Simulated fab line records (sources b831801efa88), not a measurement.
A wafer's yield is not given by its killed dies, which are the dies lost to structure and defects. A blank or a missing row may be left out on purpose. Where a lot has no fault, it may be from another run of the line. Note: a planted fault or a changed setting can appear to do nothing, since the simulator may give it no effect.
Commonality check across tools    flow gf180mcu    39 wafers sampled across 13 lots

## WHY THIS WAS OPENED
At GF_SAB_CD_MEAS_09 the reading cdNm is flagged on 1 of 13 lots. Fault-free wafers read 420.4 nm, with a standard deviation of 2.
Rule: a lot is flagged in two cases, either no wafer of it has a number, or all its wafers with numbers fall more than 4 standard deviations from that mean. The other lots count as sound.

lot   measured      on        cdNm (nm), wafer by wafer  flag
L565  day 15 00:30  cdSem-01  420.5 421.4 420.7          
L568  day 16 00:02  cdSem-02  421.2 421.0 418.7          
L570  day 16 22:16  cdSem-01  421.9 425.2 422.8          
L571  day 17 13:57  cdSem-02  482.3 483.7 482.6          FLAGGED
L578  day 19 22:49  cdSem-01  416.3 415.9 416.6          
L580  day 20 12:53  cdSem-02  422.2 421.6 420.5          
L581  day 20 15:18  cdSem-01  420.2 421.6 419.8          
L582  day 21 07:21  cdSem-02  423.7 423.1 422.7          
L583  day 21 13:18  cdSem-02  419.6 420.0 419.5          
L584  day 21 22:13  cdSem-02  419.9 416.6 421.1          
L585  day 22 14:54  cdSem-02  421.8 420.1 421.8          
L586  day 22 16:05  cdSem-02  421.6 420.0 420.6          
L587  day 23 02:00  cdSem-01  419.0 420.0 419.5          
On average the flagged lots' numbers are 482.9 nm, which is +62.5 nm against the usual, or +31 standard deviations.

## LOT BY LOT: THE TOOL USED
The record keeps 1 process step preceding the reading, out of 602 steps on the route. Cell contents, in order: the tool; ch with the chambers the sampled wafers went through; the start.
lot   flag     GF_SAB_EXPOSE_06
L565           ilineStepper-02 ch 0, day 14 14:40
L568           ilineStepper-02 ch 0, day 15 13:20
L570           ilineStepper-01 ch 0, day 16 11:10
L571  FLAGGED  ilineStepper-01 ch 0, day 17 02:24
L578           ilineStepper-02 ch 0, day 19 10:24
L580           ilineStepper-01 ch 0, day 20 01:24
L581           ilineStepper-01 ch 0, day 20 03:41
L582           ilineStepper-01 ch 0, day 20 19:56
L583           ilineStepper-01 ch 0, day 21 02:22
L584           ilineStepper-02 ch 0, day 21 09:57
L585           ilineStepper-01 ch 0, day 22 04:09
L586           ilineStepper-02 ch 0, day 22 05:11
L587           ilineStepper-02 ch 0, day 22 14:27
What these steps do:
- GF_SAB_EXPOSE_06: exposes mask SAB, target cd 420 nm.
- GF_SAB_CD_MEAS_09: target cd 420 nm.

## FLAGGED OVER TOTAL, TOOL BY TOOL (the gauges that took the reading come last)
step               tool             lots run  flagged  share of the flagged lots  sound lots run after its first flagged lot
GF_SAB_EXPOSE_06   ilineStepper-01  7         1        all                        5 (L580,L581,L582,L583,L585)
GF_SAB_EXPOSE_06   ilineStepper-02  6         0        none                       -
GF_SAB_CD_MEAS_09  cdSem-01         5         0        none                       -
GF_SAB_CD_MEAS_09  cdSem-02         8         1        all                        6 (L580,L582,L583,L584,L585,L586)

## WHAT THE TABLE PERMITS
Rows of the table that ran all the flagged lots, 2 in number: ilineStepper-01 at GF_SAB_EXPOSE_06; cdSem-02 at GF_SAB_CD_MEAS_09.
- ilineStepper-01 at GF_SAB_EXPOSE_06: 1 of its 7 lots flagged. Lots that were sound ran on it after the first flagged one (L580, L581, L582, L583, L585); a persistent fault on the entire tool would not allow that.
- cdSem-02 at GF_SAB_CD_MEAS_09: 1 of its 8 lots flagged. Lots that were sound ran on it after the first flagged one (L580, L582, L583, L584, L585, L586); a persistent fault on the entire tool would not allow that.
None of the table's rows ran every flagged lot and, after the first, no sound lot.

## WHAT THE SIMULATOR HAD INSERTED
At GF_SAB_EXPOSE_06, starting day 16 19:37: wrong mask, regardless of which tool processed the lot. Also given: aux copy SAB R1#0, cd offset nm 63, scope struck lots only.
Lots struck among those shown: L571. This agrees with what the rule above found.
